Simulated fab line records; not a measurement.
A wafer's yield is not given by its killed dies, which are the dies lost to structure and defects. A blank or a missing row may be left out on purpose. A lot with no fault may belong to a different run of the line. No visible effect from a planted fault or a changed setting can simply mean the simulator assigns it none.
Struck lot and sound lot, side by side :: flow sky130 :: 16 out of 708 route steps
Sound: wafers L832.3, L832.5, L832.6. Wafers L833.3, L833.4, L833.6 were the ones struck. The cause is named last.
Each step with rows lists, per side, the tool, then ch with its chambers, then its first start. Under that, the readings that differ: sound wafers :: struck wafers :: difference of the means :: sigmas: that difference in standard deviations of wafers without a fault.
alike: readings whose means differ by less than 2 such deviations, and words and numbers that are the same on both sides. not compared: withheld readings, readings that some wafer has no value for, bounds like >300 that may hide the same value, and numbers for which the record gives no deviation and whose values overlap.
Wherever a step has rows on one side only, a row that says differs or no value, or a row with sigmas, the two part there. When numbers do not overlap yet have no deviation, they are printed without sigmas and do not part them. Lack of a reading on every wafer of one side parts them only where that side has two or more wafers.

first, 1 step without rows for these wafers: SKY_POLY_CUT_DEVELOP_07 (develop time 60 s).
SKY_POLY_CUT_CD_MEAS_08: target cd 270 nm.
  sound on cd sem-01 at day 24 11:59; struck on cd sem-01 at day 25 05:16
  alike: cd nm
SKY_POLY_CUT_OVL_MEAS_09:
  sound on overlay-02 at day 24 12:04; struck on overlay-01 at day 25 05:22
  alike: POLY_CUT_OVL
SKY_POLY_CUT_ETCH_10: etches BARC in N2/H2, stops on SiO2, time 45.9 s, target depth 60 nm.
  sound on rie diel-02 ch 2,3, day 24 12:05; struck on rie diel-02 ch 0,3, day 25 05:23
  alike: drypump motor current A, oes product au, rf fwd power W, throttle valve pct
  not compared: rf hours counter h
SKY_POLY_CUT_ETCH_11: etches Si3N4 in CF4/CH2F2/Ar, stops on poly-Si, time 42.5 s, target depth 60 nm.
  sound on rie diel-02 ch 2,3, day 24 12:08; struck on rie diel-02 ch 0,3, day 25 05:26
  alike: drypump motor current A, oes product au, rf fwd power W, throttle valve pct
  not compared: rf hours counter h
SKY_POLY_CUT_STRIP_12: strips in O2/N2.
  sound on plasma asher-03 ch 0,1, day 24 12:13; struck on plasma asher-03 ch 0,1, day 25 05:30
  alike: drypump motor current A, oes product au, strip time to endpoint s
  not compared: rf hours counter h
then, 6 steps without rows for these wafers: SKY_SD_P_DEHYDRATE_00 (time 60 s); SKY_SD_P_HMDS_01 (prime time 60 s); SKY_SD_P_COAT_02 (resist thk 1140 nm); SKY_SD_P_SOFTBAKE_03 (time 60 s); SKY_SD_P_EXPOSE_04 (exposes mask PSDM, target cd 380 nm); SKY_SD_P_PEB_05.
SKY_SD_P_DEVELOP_06: develop time 60 s.
  sound on litho track-04 ch 0, day 25 18:08; struck on litho track-04 ch 0, day 26 10:11
SKY_SD_P_CD_MEAS_07: target cd 380 nm.
  sound on cd sem-01 at day 25 18:16; struck on cd sem-02 at day 26 10:19
reading: cd nm (nm)
sound: 376.7 378.8 377.6
struck: 359.5 361.1 363.6
difference: -16.3
sigmas: -6
SKY_SD_P_OVL_MEAS_08:
  sound on overlay-01 at day 25 18:22; struck on overlay-01 at day 26 10:25
  alike: SD_P_OVL
then, 1 step without rows for these wafers: SKY_PAD_OPEN_PROBE_99.

WHERE THEY PART
SKY_SD_P_CD_MEAS_07 only, going by this record. Later steps at which nothing parts them and some readings are alike: SKY_SD_P_OVL_MEAS_08.

WHY: whatever the simulator had introduced
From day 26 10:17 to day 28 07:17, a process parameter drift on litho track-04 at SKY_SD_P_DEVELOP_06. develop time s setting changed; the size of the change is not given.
